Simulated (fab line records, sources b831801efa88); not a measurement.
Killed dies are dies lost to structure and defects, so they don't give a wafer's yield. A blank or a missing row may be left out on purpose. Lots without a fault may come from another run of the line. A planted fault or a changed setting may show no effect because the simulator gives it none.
Tool commonality check | flow sky130 | 13 lots, 39 wafers sampled

WHY IT WAS OPENED
At SKY_GATE_OXIDE_TW_MEAS_14 the reading GATE_OXIDE_TW is flagged on 2 of 13 lots. Wafers without a fault read 223.8, standard deviation 2.2.
Rule: a lot is flagged when every wafer of it that has a number lies more than 4 standard deviations from that mean, or none has a number. The other lots count as sound.

lot  | measured     | on            | GATE_OXIDE_TW, wafer by wafer | flag
L123 | day 14 10:44 | film_metro-02 | 220.8 221.2 223.1             |
L124 | day 14 11:01 | film_metro-04 | 225.5 226.9 225.4             |
L127 | day 15 00:39 | film_metro-02 | 219.5 220.1 220.6             |
L130 | day 16 05:31 | film_metro-02 | 246.9 248.2 246.9             | FLAGGED
L132 | day 17 00:19 | film_metro-04 | 226.4 226.7 225.7             |
L133 | day 17 12:38 | film_metro-03 | 250.9 250.5 250.7             | FLAGGED
L138 | day 19 03:12 | film_metro-02 | 221.4 220.1 222.8             |
L141 | day 20 11:33 | film_metro-04 | 226.0 227.3 226.4             |
L142 | day 20 17:04 | film_metro-02 | 220.9 219.0 220.9             |
L143 | day 20 20:43 | film_metro-04 | 226.7 225.9 226.1             |
L144 | day 21 00:27 | film_metro-04 | 226.2 224.9 227.0             |
L145 | day 21 11:17 | film_metro-02 | 221.9 222.3 221.6             |
L146 | day 22 01:11 | film_metro-04 | 226.0 226.9 226.5             |
The numbers of the flagged lots are 249.0 on average: +25.2 against the usual, or +11 standard deviations.

WHICH TOOL RAN EACH LOT
The record holds 1 process step before the reading, out of a route of 708 steps. In each cell: the tool, then ch and the chambers that the sampled wafers went through, then the start.
lot  | flag    | SKY_GATE_OXIDE_IMPLANT_11
L123 |         | implanter-01 ch 0, day 14 10:17
L124 |         | implanter-04 ch 0, day 14 10:33
L127 |         | implanter-01 ch 0, day 15 00:18
L130 | FLAGGED | implanter-01 ch 0, day 16 05:11
L132 |         | implanter-04 ch 0, day 16 23:58
L133 | FLAGGED | implanter-01 ch 0, day 17 12:17
L138 |         | implanter-04 ch 0, day 19 02:51
L141 |         | implanter-01 ch 0, day 20 11:13
L142 |         | implanter-02 ch 0, day 20 16:46
L143 |         | implanter-01 ch 0, day 20 20:23
L144 |         | implanter-04 ch 0, day 21 00:06
L145 |         | implanter-02 ch 0, day 21 10:56
L146 |         | implanter-02 ch 0, day 22 00:49
What these steps do:
- SKY_GATE_OXIDE_IMPLANT_11
- SKY_GATE_OXIDE_TW_MEAS_14

FLAGGED OVER TOTAL, TOOL BY TOOL (the gauges that took the reading come last)
step                      | tool          | lots run | flagged | share of the flagged lots | sound lots run after its first flagged lot
SKY_GATE_OXIDE_IMPLANT_11 | implanter-01  | 6        | 2       | all                       | 2 (L141,L143)
SKY_GATE_OXIDE_IMPLANT_11 | implanter-02  | 3        | 0       | none                      | -
SKY_GATE_OXIDE_IMPLANT_11 | implanter-04  | 4        | 0       | none                      | -
SKY_GATE_OXIDE_TW_MEAS_14 | film_metro-02 | 6        | 1       | some                      | 3 (L138,L142,L145)
SKY_GATE_OXIDE_TW_MEAS_14 | film_metro-03 | 1        | 1       | some                      | 0
SKY_GATE_OXIDE_TW_MEAS_14 | film_metro-04 | 6        | 0       | none                      | -

WHAT THE TABLE ALLOWS
1 row of the table ran every flagged lot: implanter-01 at SKY_GATE_OXIDE_IMPLANT_11.
- implanter-01 at SKY_GATE_OXIDE_IMPLANT_11: 2 of its 6 lots flagged. Sound lots ran on it after the first flagged one (L141, L143), which a lasting fault on the whole tool wouldn't allow. Its own readings lie more than 4 standard deviations out on every wafer of the flagged lots: dose_ions_cm2, faraday_current_uA.
No row of the table ran every flagged lot and no sound lot after the first.

WHAT THE SIMULATOR HAD PUT IN
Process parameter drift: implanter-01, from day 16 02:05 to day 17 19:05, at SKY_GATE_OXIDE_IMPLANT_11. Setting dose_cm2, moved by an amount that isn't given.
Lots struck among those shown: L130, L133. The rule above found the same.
